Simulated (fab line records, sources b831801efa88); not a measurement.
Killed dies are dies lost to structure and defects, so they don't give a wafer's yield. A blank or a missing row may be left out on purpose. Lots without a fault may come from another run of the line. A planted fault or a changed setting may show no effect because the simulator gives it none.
A struck lot beside a sound one | flow sfq_line | 21 steps out of a route of 325
Sound: wafers L378.1, L378.2, L378.5. Struck: wafer L385.4. (L385.1, L385.3 of the same lot were not struck and are left out.) The cause comes at the end.
At each step with rows: each side's tool, then ch and its chambers, then its first start. Under that, the readings that differ: sound wafers | struck wafers | difference of the means | sigmas: that difference in standard deviations of wafers without a fault.
alike: readings whose means differ by less than 2 such deviations, and words and numbers that are the same on both sides. not compared: withheld readings, readings that some wafer has no value for, bounds like >300 that may hide the same value, and numbers for which the record gives no deviation and whose values overlap.
The two part at a step that has a row with sigmas, a row that says differs or no value, or rows on one side only. Numbers that don't overlap but have no deviation are shown without sigmas and don't part them. A reading that every wafer of one side lacks parts them only if that side has two wafers or more.

first, 3 steps without rows for these wafers: SFQ_TRILAYER_M4_LITHO_EXPOSE_094 (exposes mask M4, target cd 500 nm); SFQ_TRILAYER_M4_LITHO_PEB_096 (peb time 60 s); SFQ_TRILAYER_M4_LITHO_DEVELOP_095 (time 60 s).
SFQ_M4_OVL_MEAS_926:
  sound on overlay-01, day 53 23:46; struck on overlay-01, day 54 22:32
  reading     | sound     | struck | difference | sigmas
  M4_OVL (nm) | -10 -3 -8 | 4      | +11        | +2
SFQ_TRILAYER_M4_BARC_OPEN_METAL_ETCH_123: etches BARC in O2, target depth 125 nm, time 41.7 s.
  sound on rie_metal-02 ch 0,1, day 53 23:49; struck on rie_metal-04 ch 0, day 54 22:34
  alike: drypump_motor_current_A, oes_product_au
  not compared: rf_hours_counter_h
SFQ_TRILAYER_M4_ETCH_METAL_ETCH_096: etches Nb in Cl2/Ar, stops on SiO2, target depth 240 nm, time 120 s.
  sound on rie_metal-02 ch 0,1, day 53 23:52; struck on rie_metal-04 ch 0, day 54 22:37
  alike: drypump_motor_current_A, oes_product_au
  not compared: rf_hours_counter_h
then, 2 steps without rows for these wafers: SFQ_TRILAYER_M4_STRIP_STRIP_097 (strips in O2); SFQ_TRILAYER_M4_STRIP_SOLV_CLEAN_098 (cleans in NMP, time 600 s).
SFQ_TRILAYER_I4_DEP_PECVD_099: deposits SiO2 from SiH4/N2O, time 111.11 s, target thk 500 nm.
  sound on pecvd-04 ch 1,2, day 54 00:46; struck on pecvd-01 ch 2, day 54 23:31
  alike: heater_power_w, throttle_valve_pct
  not compared: since_wet_clean_h
SFQ_TRILAYER_I4_CMP_CMP_100: polishes SiO2.
  sound on cmp-02 ch 0,1,3, day 55 16:07; struck on cmp-01 ch 2, day 56 17:28
  alike: head_pressure_psi, motor_current_A, time_to_endpoint_s
SFQ_I4_BOW_MEAS_927:
  sound on film_metro-02, day 55 19:07; struck on film_metro-01, day 56 20:28
  alike: I4_BOW
SFQ_TRILAYER_I4_METRO_MEASURE_101:
  sound on film_metro-02, day 55 19:14; struck on film_metro-01, day 56 20:35
  alike: thk_nm
SFQ_TRILAYER_I4_VIA_LITHO_COAT_108: resist thk 62 nm.
  sound on litho_track-04 ch 0, day 55 20:26; struck on litho_track-02 ch 0, day 56 21:47
  reading                                                  | sound          | struck | difference | sigmas
  dispense_pressure_kPa (kPa)                              | 56 56 56       | 47     | -9         | -3
  model.BARC_of_TRILAYER_I4_VIA_LITHO_COAT_108.thk_nm (nm) | 61.92 62 62.01 | 46.8   | -15.2      |
then, 5 steps without rows for these wafers: SFQ_TRILAYER_I4_VIA_LITHO_COAT_103 (resist thk 650 nm); SFQ_TRILAYER_I4_VIA_LITHO_SOFTBAKE_107; SFQ_TRILAYER_I4_VIA_LITHO_EXPOSE_104 (exposes mask I4, target cd 700 nm); SFQ_TRILAYER_I4_VIA_LITHO_PEB_106 (peb time 60 s); SFQ_TRILAYER_I4_VIA_LITHO_DEVELOP_105 (time 60 s).
SFQ_I4_OVL_MEAS_928:
  sound on overlay-01, day 55 22:41; struck on overlay-01, day 57 00:02
  alike: I4_OVL
SFQ_TRILAYER_I4_VIA_BARC_OPEN_VIA_ETCH_146: etches BARC in O2, target depth 125 nm, time 41.7 s.
  sound on rie_diel-02 ch 0,2,3, day 55 22:44; struck on rie_diel-03 ch 3, day 57 00:04
  reading                  | sound             | struck | difference | sigmas
  oes_product_au (a.u.)    | 0.678 0.690 0.682 | 0.613  | -0.070     | -14
  model.etch.depth_nm (nm) | 61.92 62 62.01    | 46.8   | -15.2      |
  alike: drypump_motor_current_A
  not compared: rf_hours_counter_h
then, 1 step without rows for these wafers: SFQ_TRILAYER_I4_VIA_ETCH_VIA_ETCH_106 (etches SiO2 in CHF3, stops on Nb, target depth 260 nm).

WHERE THEY PART
First at SFQ_M4_OVL_MEAS_926; last, within this record, at SFQ_TRILAYER_I4_VIA_BARC_OPEN_VIA_ETCH_146.

WHY: what the simulator had put in
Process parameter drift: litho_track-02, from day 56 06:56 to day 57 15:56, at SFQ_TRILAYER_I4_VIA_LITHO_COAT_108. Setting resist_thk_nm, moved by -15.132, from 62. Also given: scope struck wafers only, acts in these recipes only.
